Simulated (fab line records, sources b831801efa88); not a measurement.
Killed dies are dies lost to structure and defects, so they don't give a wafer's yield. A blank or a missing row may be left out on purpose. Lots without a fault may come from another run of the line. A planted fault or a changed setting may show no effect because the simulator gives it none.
fab line records | flow sky130
record lots=6 wafers=18 last_day=50
route steps=708 shown METAL4@627 VIA4@639 PAD_OPEN@708
lots that met no fault: from a run of the same line without faults
start_h: hours from the record's first day to the start of the lot's first wafer shown | wait_h: hours since the lot's step before | " the same as in the row above | L1.1+2: a row that stands for several wafers | - no value, or no start given | * or withheld: withheld | < > ~ a bound
route shown NAME@n: a module of which the file shows steps, and the number in the route of the first | usual: mean/standard deviation of fault-free wafers | same: alike in all rows | chamber/n: place in a boat | sites: the reading at each site | _std_site: their standard deviation | _edge_site: outer sites' mean less inner sites' | radius_mm: how far each site lies from the wafer's centre | mask NAME#n: copy n | behind: the tool/chamber that last shaped the wafer | hold: why the lot was held/for how many hours/how that ended | device: the transistor (n, p or np) that didn't switch | end of line: the same wafers' tests at the end of the route | a step without rows: its recipe alone | killed: dies lost to structure and defects at the first sort, not the wafer's yield | map: a wafer's dies, x killed, . not, _ none there
set.NAME: the setting as run; set.NAME@STEP: as run at that earlier step | model.NAME: the simulator's own value behind a step, which no gauge read
lots at some steps of the route; a table a step, a row a wafer
services: from which hour (start_h, from the record's first day; less than 0 if before it) a tool's chamber was out of use, for how many hours, and why
## steps
# step SKY_METAL4_PEB_11
# recipe peb_temp_c=withheld peb_time_s=withheld resist=KrF-thick
# step SKY_METAL4_DEVELOP_12
# recipe develop_time_s=60 resist=KrF-thick dev_temp_c=21
# step SKY_METAL4_CD_MEAS_13
# recipe target_cd_nm=300
# usual cd_nm=300.1/1.6
# columns lot.wafer tool chamber start_h wait_h cd_nm
L199.1 cd_sem-02 - 1018.28 - 301.3
L199.4 " - " " 299.9
L199.6 " - " " 301.2
L201.1 cd_sem-02 - 1020.83 - 300.6
L201.3 " - " " 300.0
L201.6 " - " " 300.4
L214.3 cd_sem-01 - 1106.04 - 301.3
L214.5 " - " " 300.3
L214.6 " - " " 301.0
L216.1 cd_sem-01 - 1111.73 - 303.7
L216.4 " - " " 303.4
L216.6 " - " " 302.6
L219.1 cd_sem-01 - 1128.90 - 299.3
L219.5 " - " " 298.5
L219.6 " - " " 300.3
L218.2 cd_sem-02 - 1128.90 - 299.7
L218.3 " - " " 300.0
L218.4 " - " " 300.3
# step SKY_METAL4_OVL_MEAS_14
# usual METAL4_OVL=-4/5.6
# columns lot.wafer tool chamber start_h wait_h METAL4_OVL[nm]
L199.1 overlay-02 - 1018.40 0.1 2
L199.4 " - " " 5
L199.6 " - " " 6
L201.1 overlay-02 - 1020.95 0.1 -5
L201.3 " - " " 0
L201.6 " - " " 1
L214.3 overlay-01 - 1106.13 0.1 -4
L214.5 " - " " -1
L214.6 " - " " -7
L216.1 overlay-01 - 1111.85 0.1 10
L216.4 " - " " -5
L216.6 " - " " 1
L218.2 overlay-02 - 1129.01 0.1 -3
L218.3 " - " " -8
L218.4 " - " " -9
L219.1 overlay-01 - 1129.02 0.1 -21
L219.5 " - " " -13
L219.6 " - " " -9
# step SKY_METAL4_DESCUM_15
# recipe chemistry=O2 source_power_w=150 bias_power_w=0 pressure_mtorr=10 temp_c=40 time_s=8
# usual drypump_motor_current_A=5.8/0.52 oes_product_au=1.002/0.018
# columns lot.wafer tool chamber start_h wait_h drypump_motor_current_A oes_product_au rf_hours_counter_h
L199.1 rie_metal-02 1 1018.43 0.0 5.8 1.006 2
L199.4 " 1 " " 5.8 1.009 -
L199.6 " 1 " " 5.8 1.002 -
L201.1 rie_metal-04 0 1020.99 0.0 5.1 0.970 15
L201.3 " 1 " " 5.1 0.990 -
L201.6 " 1 " " 5.2 0.993 -
L214.3 rie_metal-02 0 1106.17 0.0 6.6 1.021 -
L214.5 " 1 " " 5.8 1.009 -
L214.6 " 0 " " 6.6 1.028 -
L216.1 rie_metal-01 0 1111.89 0.0 6.0 0.992 27
L216.4 " 0 " " 6.0 0.985 -
L216.6 " 1 " " 6.0 1.001 -
L218.2 rie_metal-01 0 1129.04 0.0 6.0 0.990 29
L218.3 " 1 " " 6.0 1.003 -
L218.4 " 0 " " 6.0 0.991 -
L219.1 rie_metal-04 1 1129.05 0.0 5.2 0.980 10
L219.5 " 0 " " 5.0 0.979 -
L219.6 " 1 " " 5.2 0.982 -
# step SKY_METAL4_ETCH_16
# recipe chemistry=N2/H2 target=BARC ion_energy_ev=200 bias_w=100 pressure_mtorr=30 n2_flow_sccm=100 h2_flow_sccm=200 icp_w=500 stop_on=SiO2 time_s=88.2 target_depth_a=600
# usual drypump_motor_current_A=5.8/0.52 oes_product_au=0.626/0.0048 throttle_valve_pct=13.206/0.0087
# columns lot.wafer tool chamber start_h wait_h drypump_motor_current_A oes_product_au rf_hours_counter_h throttle_valve_pct
L199.1 rie_metal-02 1 1018.47 0.0 5.8 0.621 3 13.199
L199.4 " 1 " " 5.8 0.623 - 13.197
L199.6 " 1 " " 5.8 0.626 - 13.206
L201.1 rie_metal-04 0 1021.02 0.0 5.1 0.628 15 13.189
L201.3 " 1 " " 5.2 0.621 - 13.212
L201.6 " 1 " " 5.2 0.629 - 13.213
L214.3 rie_metal-02 0 1106.24 0.1 6.6 0.624 - 13.216
L214.5 " 1 " " 5.8 0.628 - 13.203
L214.6 " 0 " " 6.6 0.629 - 13.196
L216.1 rie_metal-01 0 1111.92 0.0 6.0 0.621 28 13.207
L216.4 " 0 " " 6.0 0.622 - 13.199
L216.6 " 1 " " 6.0 0.629 - 13.206
L218.2 rie_metal-01 0 1129.07 0.0 6.0 0.630 29 13.195
L218.3 " 1 " " 5.9 0.620 - 13.210
L218.4 " 0 " " 6.0 0.622 - 13.199
L219.1 rie_metal-04 1 1129.08 0.0 5.2 0.626 10 13.219
L219.5 " 0 " " 5.1 0.634 - 13.212
L219.6 " 1 " " 5.1 0.626 - 13.216
# step SKY_METAL4_ETCH_17
# recipe target=SiO2 stop_on=TiN chemistry=C4F8/O2/Ar source_w=1500 bias_w=1200 pressure_mtorr=40 c4f8_flow_sccm=withheld O2_flow_sccm=6 Ar_flow_sccm=300 time_s=3.9 target_depth_a=150
# usual oes_product_au=0.752/0.0076
# columns lot.wafer tool chamber start_h wait_h oes_product_au
L199.1 rie_diel-01 0 1018.56 0.1 0.754
L199.4 " 1 " " 0.762
L199.6 " 0 " " 0.754
L201.1 rie_diel-01 1 1021.12 0.1 0.753
L201.3 " 3 " " 0.737
L201.6 " 2 " " 0.747
L214.3 rie_diel-03 2 1106.33 0.0 0.758
L214.5 " 3 " " 0.766
L214.6 " 0 " " 0.759
L216.1 rie_diel-02 2 1112.02 0.1 0.758
L216.4 " 3 " " 0.748
L216.6 " 1 " " 0.761
L218.2 rie_diel-03 0 1129.17 0.1 0.754
L218.3 " 2 " " 0.763
L218.4 " 3 " " 0.758
L219.1 rie_diel-01 3 1129.18 0.1 0.750
L219.5 " 3 " " 0.760
L219.6 " 2 " " 0.767
# step SKY_METAL4_METAL_ETCH_18
# recipe target_depth_a=8450 stop_on=SiO2 over_etch_frac=0.3 time_s=183.1 chemistry=Cl2/BCl3 resist_sidewall_deg=88 pressure_mtorr=10 icp_w=900 bias_w=48.5 Cl2_flow_sccm=60 bcl3_flow_sccm=30
# usual drypump_motor_current_A=5.7/0.5 oes_product_au=0.868/0.0067 throttle_valve_pct=22.264/0.0093
# columns lot.wafer tool chamber start_h wait_h drypump_motor_current_A oes_product_au rf_hours_counter_h throttle_valve_pct
L199.1 rie_metal-04 0 1018.58 0.0 5.0 0.858 14 22.269
L199.4 " 1 " " 5.1 0.865 - 22.262
L199.6 " 0 " " 5.1 0.859 - 22.256
L201.1 rie_metal-01 1 1021.14 0.0 6.0 0.867 15 22.262
L201.3 " 0 " " 6.0 0.866 - 22.256
L201.6 " 1 " " 6.0 0.864 - 22.263
L214.3 rie_metal-02 1 1106.42 0.1 5.8 0.873 - 22.272
L214.5 " 1 " " 5.8 0.865 - 22.271
L214.6 " 0 " " 6.6 0.864 - 22.261
L216.1 rie_metal-04 0 1112.03 0.0 5.1 0.876 22 22.251
L216.4 " 0 " " 5.0 0.869 - 22.235
L216.6 " 1 " " 5.2 0.867 - 22.267
L218.2 rie_metal-02 1 1129.18 0.0 5.8 0.876 10 22.260
L218.3 " 0 " " 6.6 0.866 - 22.265
L218.4 " 1 " " 5.8 0.870 - 22.265
L219.1 rie_metal-01 0 1129.20 0.0 6.0 0.857 29 22.266
L219.5 " 1 " " 6.0 0.867 - 22.267
L219.6 " 0 " " 6.0 0.867 - 22.279
# step SKY_METAL4_STRIP_19
# recipe chemistry=O2/N2 power_w=1400 pressure_mtorr=1500 platen_temp_c=withheld o2_flow_sccm=3000 n2_flow_sccm=300 overash_fraction=0.5
# usual drypump_motor_current_A=5.6/0.36 oes_product_au=0.503/0.0072 strip_time_to_endpoint_s=6.54/0.14
# columns lot.wafer tool chamber start_h wait_h drypump_motor_current_A oes_product_au rf_hours_counter_h strip_time_to_endpoint_s
L199.1 plasma_asher-03 1 1018.76 0.1 6.0 0.514 127 6.78
L199.4 " 1 " " 6.0 0.505 - 6.67
L199.6 " 0 " " 5.1 0.516 - 6.79
L201.1 plasma_asher-02 1 1021.31 0.1 5.8 0.503 50 6.54
L201.3 " 0 " " 5.6 0.500 - 6.58
L201.6 " 1 " " 5.8 0.496 - 6.47
L214.3 plasma_asher-02 1 1106.62 0.1 5.8 0.489 - 6.36
L214.5 " 1 " " 5.8 0.500 - 6.42
L214.6 " 0 " " 5.6 0.494 - 6.34
L216.1 plasma_asher-04 1 1112.21 0.1 5.7 0.507 95 6.67
L216.4 " 1 " " 5.7 0.507 - 6.61
L216.6 " 1 " " 5.7 0.493 - 6.57
L218.2 plasma_asher-02 1 1129.36 0.1 5.7 0.503 61 6.41
L218.3 " 0 " " 5.6 0.491 - 6.27
L218.4 " 1 " " 5.8 0.505 - 6.42
L219.1 plasma_asher-04 0 1129.38 0.1 6.0 0.499 97 6.55
L219.5 " 0 " " 6.0 0.496 - 6.41
L219.6 " 1 " " 5.7 0.508 - 6.53
# step SKY_METAL4_STRIP_20
# recipe chemistry=post_etch_residue_remover time_s=1200 temp_c=72.5
# step SKY_METAL4_CLEAN_21
# recipe chemistry=IPA time_s=180 temp_c=25
# step SKY_METAL4_CLEAN_22
# recipe chemistry=O3/DIW dry=n2_spin
# step SKY_VIA4_HDPCVD_00
# recipe material=SiO2 target_thk_nm=1750 sigma_open_frac=0.3 time_s=291.7 temp_c=400 sih4_flow_sccm=60 pressure_mtorr=6
# usual pressure_mtorr=6.000/0.012 run_length_s=319.6/0.59
# columns lot.wafer tool chamber start_h wait_h pressure_mtorr run_length_s
L199.1 hdpcvd-02 1 1019.38 0.0 5.994 319.2
L199.4 " 2 " " 5.987 319.1
L199.6 " 1 " " 6.010 319.1
L201.1 hdpcvd-02 2 1021.95 0.0 5.992 319.3
L201.3 " 0 " " 5.997 320.8
L201.6 " 0 " " 5.999 320.2
L214.3 hdpcvd-01 1 1107.17 0.0 - -
L214.5 " 2 " " - -
L214.6 " 1 " " - -
L216.1 hdpcvd-02 0 1112.85 0.0 - -
L216.4 " 1 " " - -
L216.6 " 2 " " - -
L218.2 hdpcvd-01 2 1129.95 0.0 5.995 320.2
L218.3 " 1 " " 5.989 318.7
L218.4 " 0 " " 6.003 320.2
L219.1 hdpcvd-01 2 1130.40 0.0 6.023 319.4
L219.5 " 2 " " 6.001 319.5
L219.6 " 1 " " 6.005 318.9
# step SKY_PAD_OPEN_PROBE_99
# usual defect_limited_yield=82.4/1.9 killed_at_M0_to_M3=43/7.5 killed_at_M4_up=3.2/1.9 killed_at_contacts=24/4.9 killed_at_front_end=15/4.3 killed_at_other=0.4/0.72 killed_dies=86/9.1 killed_open=47/6.5 killed_short=39/6.5 sort_bin_3_pad_short=0.9/0.43 sort_bin_5_function=10.4/1.3 sort_bin_6_memory=6.3/1.2 sort_n_pass=406/9.1 sort_yield_pct=82.4/1.9
# same gross_dies=492 killed_at_back_side=0 sort_bin_4_leakage[%]=0 sort_bin_8_speed[%]=0
# columns lot.wafer tool chamber start_h wait_h defect_limited_yield[%] killed_at_M0_to_M3 killed_at_M4_up killed_at_contacts killed_at_front_end killed_at_other killed_dies killed_open killed_short sort_bin_3_pad_short[%] sort_bin_5_function[%] sort_bin_6_memory[%] sort_n_pass sort_yield_pct[%]
L199.1 prober-01 - 1113.11 0.1 81.3 47 6 18 20 1 92 49 41 0.8 12.0 5.9 400 81.3
L199.4 prober-01 - 1113.26 0.2 80.7 48 2 25 17 3 95 48 47 1.2 11.4 6.7 397 80.7
L199.6 prober-01 - 1113.36 0.2 80.5 55 4 22 15 0 96 45 51 1.0 10.8 7.7 396 80.5
L201.1 prober-02 - 1113.85 0.1 82.5 43 2 21 19 1 86 40 46 0.8 9.6 7.1 406 82.5
L201.3 prober-02 - 1113.95 0.2 83.1 36 2 26 18 1 83 46 37 1.2 10.4 5.3 409 83.1
L201.6 prober-02 - 1114.10 0.2 78.7 53 3 32 16 1 105 61 43 1.6 13.2 6.5 387 78.7
L218.2 prober-02 - 1206.44 0.1 83.7 38 1 28 13 0 80 42 37 0 8.7 7.5 412 83.7
L218.3 prober-02 - 1206.49 0.2 84.1 29 2 36 10 1 78 42 35 1.6 10.2 4.1 414 84.1
L218.4 prober-02 - 1206.54 0.2 83.9 34 4 25 15 1 79 49 29 0.4 9.6 6.1 413 83.9
L219.1 prober-01 - 1207.90 0.1 82.5 59 2 17 8 0 86 49 37 1.0 9.8 6.7 406 82.5
L219.5 prober-01 - 1208.10 0.2 83.3 46 5 22 9 0 82 43 39 0.8 11.0 4.9 410 83.3
L219.6 prober-01 - 1208.15 0.2 80.7 45 4 30 16 0 95 54 40 1.2 11.0 7.1 397 80.7
# killed by level:class
L199.1 CONTACT:geometric_particle:open=10 VIA1:geometric_particle:open=8 VIA3:geometric_particle:open=7 FIELD_ISO:geometric_particle:open=6 VIA2:geometric_particle:open=6 VIA3:geometric_particle:short=5 METAL3:geometric_particle:short=5 FIELD_ISO:geometric_particle:short=4
L199.4 VIA1:geometric_particle:open=10 VIA2:geometric_particle:open=9 CONTACT:geometric_particle:open=8 METAL1:geometric_particle:short=8 FIELD_ISO:geometric_particle:short=6 LI_CONTACT:geometric_particle:open=6 FIELD_ISO:geometric_particle:open=5 VIA3:geometric_particle:open=5
L199.6 CONTACT:geometric_particle:open=11 VIA1:geometric_particle:open=9 FIELD_ISO:geometric_particle:short=8 VIA2:geometric_particle:open=8 VIA3:geometric_particle:open=8 METAL1:geometric_particle:short=7 METAL2:geometric_particle:short=6 VIA1:geometric_particle:short=6
L201.1 VIA1:geometric_particle:open=11 VIA1:geometric_particle:short=7 FIELD_ISO:geometric_particle:short=6 VIA2:geometric_particle:short=6 CONTACT:geometric_particle:open=6 VIA2:geometric_particle:open=6 FIELD_ISO:geometric_particle:open=5 POLY_GATE:geometric_particle:short=5
L201.3 VIA1:geometric_particle:open=10 CONTACT:geometric_particle:open=9 VIA3:geometric_particle:short=7 VIA3:geometric_particle:open=7 POLY_GATE:geometric_particle:open=6 LI_CONTACT:geometric_particle:short=6 FIELD_ISO:geometric_particle:open=5 POLY_GATE:geometric_particle:short=4
L201.6 VIA2:geometric_particle:open=10 VIA1:geometric_particle:open=10 CONTACT:geometric_particle:open=10 VIA3:geometric_particle:open=9 LI_CONTACT:geometric_particle:open=8 METAL1:geometric_particle:short=6 METAL3:geometric_particle:short=6 FIELD_ISO:geometric_particle:open=5
L218.2 LI_CONTACT:geometric_particle:open=12 VIA1:geometric_particle:open=9 CONTACT:geometric_particle:open=5 VIA1:geometric_particle:short=5 VIA2:geometric_particle:short=5 FIELD_ISO:geometric_particle:short=4 METAL1:geometric_particle:open=4 VIA3:geometric_particle:open=4
L218.3 LI_CONTACT:geometric_particle:open=10 CONTACT:geometric_particle:open=7 CONTACT:geometric_particle:short=6 LOCAL_INTERCONNECT:geometric_particle:short=6 VIA2:geometric_particle:open=6 VIA3:geometric_particle:open=6 LI_CONTACT:geometric_particle:short=4 VIA1:geometric_particle:short=4
L218.4 VIA1:geometric_particle:open=11 LI_CONTACT:geometric_particle:open=8 CONTACT:geometric_particle:open=7 VIA2:geometric_particle:open=6 FIELD_ISO:geometric_particle:open=5 CONTACT:geometric_particle:short=5 FIELD_ISO:geometric_particle:short=4 VIA1:geometric_particle:short=4
L219.1 VIA1:geometric_particle:open=14 VIA2:geometric_particle:open=11 LOCAL_INTERCONNECT:geometric_particle:short=7 METAL1:geometric_particle:short=7 METAL2:geometric_particle:short=7 METAL3:geometric_particle:short=6 VIA3:geometric_particle:open=6 LI_CONTACT:geometric_particle:open=5
L219.5 METAL2:geometric_particle:short=11 VIA1:geometric_particle:open=9 CONTACT:geometric_particle:open=8 VIA3:geometric_particle:open=7 LI_CONTACT:geometric_particle:open=5 FIELD_ISO:geometric_particle:open=4 CONTACT:geometric_particle:short=4 METAL1:geometric_particle:short=4
L219.6 CONTACT:geometric_particle:open=14 VIA1:geometric_particle:open=9 LI_CONTACT:geometric_particle:open=7 VIA2:geometric_particle:open=7 FIELD_ISO:geometric_particle:short=6 FIELD_ISO:geometric_particle:open=5 CONTACT:geometric_particle:short=5 METAL1:geometric_particle:short=5
## services
# columns tool chamber start_h hours kind
rie_diel-01 2 1012.16 4.9 repair
hdpcvd-02 - 1013.16 6.0 pm
plasma_asher-04 - 1036.06 6.7 pm
rie_diel-02 1 1040.84 7.5 repair
rie_metal-02 0 1046.68 10.3 repair
plasma_asher-03 - 1055.34 9.0 pm
plasma_asher-03 0 1055.34 9.0 vent_cycle
plasma_asher-03 1 1055.34 9.0 vent_cycle
plasma_asher-03 0 1064.34 - clean
plasma_asher-03 1 1064.34 - clean
rie_diel-03 3 1076.90 4.9 repair
rie_diel-03 2 1078.30 7.4 repair
rie_diel-03 3 1094.45 3.5 repair
hdpcvd-01 1 1107.77 4.4 repair
## key
first_sign step=SKY_VIA4_HDPCVD_00 reading=tool_record direction=missing
effect none on later readings
met_at SKY_VIA4_HDPCVD_00
struck_wafers L214.3,L214.5,L214.6,L216.1,L216.4,L216.6
scrapped_behind SKY_VIA4_THK_MEAS_01 L214.3,L214.5,L214.6,L216.1,L216.4,L216.6
onset_between 1021.95 1107.17
fault kind=skipped_step_whole tool=hdpcvd-01,hdpcvd-02 chamber=- onset_h=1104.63 steps=SKY_VIA4_HDPCVD_00 scope=struck_lots_only
